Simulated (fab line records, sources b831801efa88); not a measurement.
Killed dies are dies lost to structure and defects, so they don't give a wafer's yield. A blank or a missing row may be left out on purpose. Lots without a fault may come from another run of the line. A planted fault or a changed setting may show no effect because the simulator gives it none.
Chamber matching | flow sky130 | SKY_VIA2_CMP_24 on cmp-01: 4 sister chambers
The step polishes, stops on SiO2, t overpolish 20 s, target thk 0 nm. 4 wafers are shown with their chamber, then 7 later ones without.

WAFERS WITH THEIR CHAMBER
wafer  | chamber | motor_current_A (A)
L404.3 | 2       | 11.8
L406.4 | 0       | 10.4
L411.1 | 3       | 11.2
L411.2 | 1       | 11.5

WAFERS WITHOUT THEIR CHAMBER
wafer  | motor_current_A (A)
L411.5 | 11.2
L414.1 | 10.9
L414.2 | 11.9
L414.3 | 12.2
L415.1 | 11.2
L415.4 | 11.7
L415.6 | 10.6

WHICH CHAMBER EACH WENT THROUGH
wafer  | from the rows above          | in truth
L411.5 | can't be placed: 3 or 1      | 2
L414.1 | can't be placed: 3 or 0 or 1 | 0
L414.2 | can't be placed: 2 or 1      | 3
L414.3 | can't be placed: 2 or 1      | 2
L415.1 | can't be placed: 3 or 1      | 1
L415.4 | can't be placed: 2 or 1 or 3 | 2
L415.6 | can't be placed: 0 or 3      | 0
Placed correctly: 0 of 7. Can't be placed from these rows: 7 (the true chamber is among the candidates in 5). Placed wrongly: 0.
How it was worked out, from the rows above alone: a wafer's distance from a chamber is the root of the sum, over the readings, of the square of ((its reading less the chamber's mean) divided by the reading's scatter). The wafer belongs to the nearest chamber; if the next one is less than 2 further off, it can't be placed. A chamber's mean is the mean of its shown wafers. The scatter: with one shown wafer a chamber, the root of the mean of the squares of how far each hidden wafer lies from its nearest shown one.
